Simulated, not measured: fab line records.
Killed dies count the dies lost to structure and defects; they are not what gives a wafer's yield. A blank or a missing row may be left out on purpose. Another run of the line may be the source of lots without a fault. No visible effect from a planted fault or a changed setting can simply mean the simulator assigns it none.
One fault through the eyes of 2 desks    flow gf180mcu    only its own numbers are on each desk; what lay behind them is given at the end

DESK OF THE TOOL OWNER: pvdSputter-02
The tool's own readings at GF_V2_SPUTTER_22 (material TiN, target thk 10 nm, time 40 s): means of the sampled wafers that have a number, for each lot that ran on this tool. The brackets show how far a lot's mean lies from the usual mean; more than 4 standard deviations puts the lot out of limits, marked OUT.
Columns: A = throttleValvePct at GF_V2_SPUTTER_22, usual 30.3 %
lot   first seen here  A
L135  day 23 00:34     30.5
L138  day 23 20:19     31.2
L140  day 24 15:07     30.9
Finding of this desk: none of the 3 lots has anything out of limits.

METROLOGY DESK
Lot by lot, what the gauges showed, no matter which tool ran the lot: averages of those sampled wafers that carry a number. The brackets show how far a lot's mean lies from the usual mean; more than 4 standard deviations puts the lot out of limits, marked OUT.
Columns: A = cdNm at GF_V2_CD_MEAS_14, usual 259.9 nm; B = V2_OVL at GF_V2_OVL_MEAS_15, usual -1 nm
lot   first seen here  A      B
L135  day 22 23:43     258.5  -2
L136  day 23 06:06     260.3  -10
L138  day 23 19:28     260.3  2
L140  day 24 14:10     260.6  -2
L144  day 25 21:28     261.2  -3
L150  day 27 18:26     260.4  -1
Finding of this desk: none of the 6 lots has anything out of limits.

ALL TOGETHER
Nothing out of limits was seen by the tool owner's desk.
At the metrology desk, nothing out of limits was observed.

WHAT HAD BEEN PUT IN BY THE SIMULATOR
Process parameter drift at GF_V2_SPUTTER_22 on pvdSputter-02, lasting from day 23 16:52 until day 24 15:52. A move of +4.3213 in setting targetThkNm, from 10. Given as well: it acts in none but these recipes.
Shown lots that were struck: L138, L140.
